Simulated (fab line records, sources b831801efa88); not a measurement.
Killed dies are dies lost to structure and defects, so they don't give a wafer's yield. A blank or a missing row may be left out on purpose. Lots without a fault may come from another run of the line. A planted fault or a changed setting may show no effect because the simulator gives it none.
Which tool did it? | flow sky130 | 11 lots, 33 wafers sampled, at 4 steps of a route of 708

WHAT THE GAUGES READ, wafer by wafer
SKY_VIA4_RS_MEAS_19: measures by four-point-probe.
lot  | measured     | on            | VIA4_W_RS (ohm/sq)
L695 | day 42 21:23 | film_metro-03 | 0.2240 0.2262 0.2274
L696 | day 42 21:37 | film_metro-01 | 0.2226 0.2251 0.2221
L697 | day 43 05:12 | film_metro-01 | 0.2307 0.2266 0.2280
L698 | day 44 00:25 | film_metro-03 | 0.2232 0.2226 0.2239
L699 | day 44 15:28 | film_metro-03 | 0.2206 0.2219 0.2206
L703 | day 45 12:55 | film_metro-01 | 0.2268 0.2260 0.2227
L708 | day 46 15:54 | film_metro-01 | 0.2297 0.2270 0.2287
L710 | day 46 21:08 | film_metro-01 | 0.2287 0.2253 0.2254
L711 | day 46 23:46 | film_metro-01 | 0.2266 0.2301 0.2247
L712 | day 47 11:13 | film_metro-02 | 0.2243 0.2261 0.2260
L715 | day 48 04:17 | film_metro-02 | 0.2237 0.2267 0.2261

WHICH TOOL RAN EACH LOT (tool, then ch and the chambers of the sampled wafers, then the start)
lot  | SKY_METAL4_SPUTTER_03        | SKY_METAL4_ETCH_16                | SKY_METAL4_STRIP_19
L695 | pvd_sputter-01, day 39 18:47 | rie_metal-02 ch 0,1, day 41 19:53 | plasma_asher-04 ch 0,1, day 41 20:10
L696 | pvd_sputter-01, day 39 19:08 | rie_metal-04 ch 0,1, day 41 20:04 | plasma_asher-01 ch 0,1, day 41 20:22
L697 | pvd_sputter-03, day 40 04:35 | rie_metal-02 ch 1, day 42 03:53   | plasma_asher-01 ch 0,1, day 42 04:10
L698 | pvd_sputter-01, day 41 00:00 | rie_metal-02 ch 0,1, day 42 23:05 | plasma_asher-02 ch 1, day 42 23:22
L699 | pvd_sputter-01, day 41 15:29 | rie_metal-02 ch 0,1, day 43 15:02 | plasma_asher-02 ch 0,1, day 43 15:19
L703 | pvd_sputter-02, day 42 15:53 | rie_metal-04 ch 1, day 44 13:16   | plasma_asher-04 ch 0,1, day 44 13:39
L708 | pvd_sputter-01, day 43 19:29 | rie_metal-04 ch 0,1, day 45 16:12 | plasma_asher-01 ch 0,1, day 45 16:29
L710 | pvd_sputter-01, day 44 02:40 | rie_metal-02 ch 1, day 45 23:14   | plasma_asher-02 ch 1, day 45 23:31
L711 | pvd_sputter-03, day 44 07:44 | rie_metal-04 ch 0,1, day 46 01:54 | plasma_asher-01 ch 0,1, day 46 02:11
L712 | pvd_sputter-02, day 44 17:04 | rie_metal-02 ch 0,1, day 46 12:55 | plasma_asher-01 ch 0,1, day 46 13:13
L715 | pvd_sputter-03, day 45 11:52 | rie_metal-01 ch 0,1, day 47 07:08 | plasma_asher-01 ch 1, day 47 07:25
- SKY_METAL4_SPUTTER_03: material Ti, target thk 5 nm, time 3.3 s.
- SKY_METAL4_ETCH_16: etches BARC in N2/H2, stops on SiO2, time 88.2 s, target depth 60 nm.
- SKY_METAL4_STRIP_19: strips in O2/N2.

THE ANSWER, worked out from the rows above alone
Rule: what is usual is taken from the lots themselves. Put in order of their means at a reading, lots are off if they are a third of the lots or fewer, leave a main group of 4 or more, and stand apart from it by a gap of 3 or more times the standard deviation of the main group's means; of several such gaps the widest counts. A main group whose means are all the same, to the digits that the tables above print for the reading, isn't used. A lot without any number at a reading at which 4 lots or more have one is off too. The other lots that the step has rows for count as sound.
No lot is off at any reading shown: from this, nothing can be told.

WHAT THE SIMULATOR HAD PUT IN
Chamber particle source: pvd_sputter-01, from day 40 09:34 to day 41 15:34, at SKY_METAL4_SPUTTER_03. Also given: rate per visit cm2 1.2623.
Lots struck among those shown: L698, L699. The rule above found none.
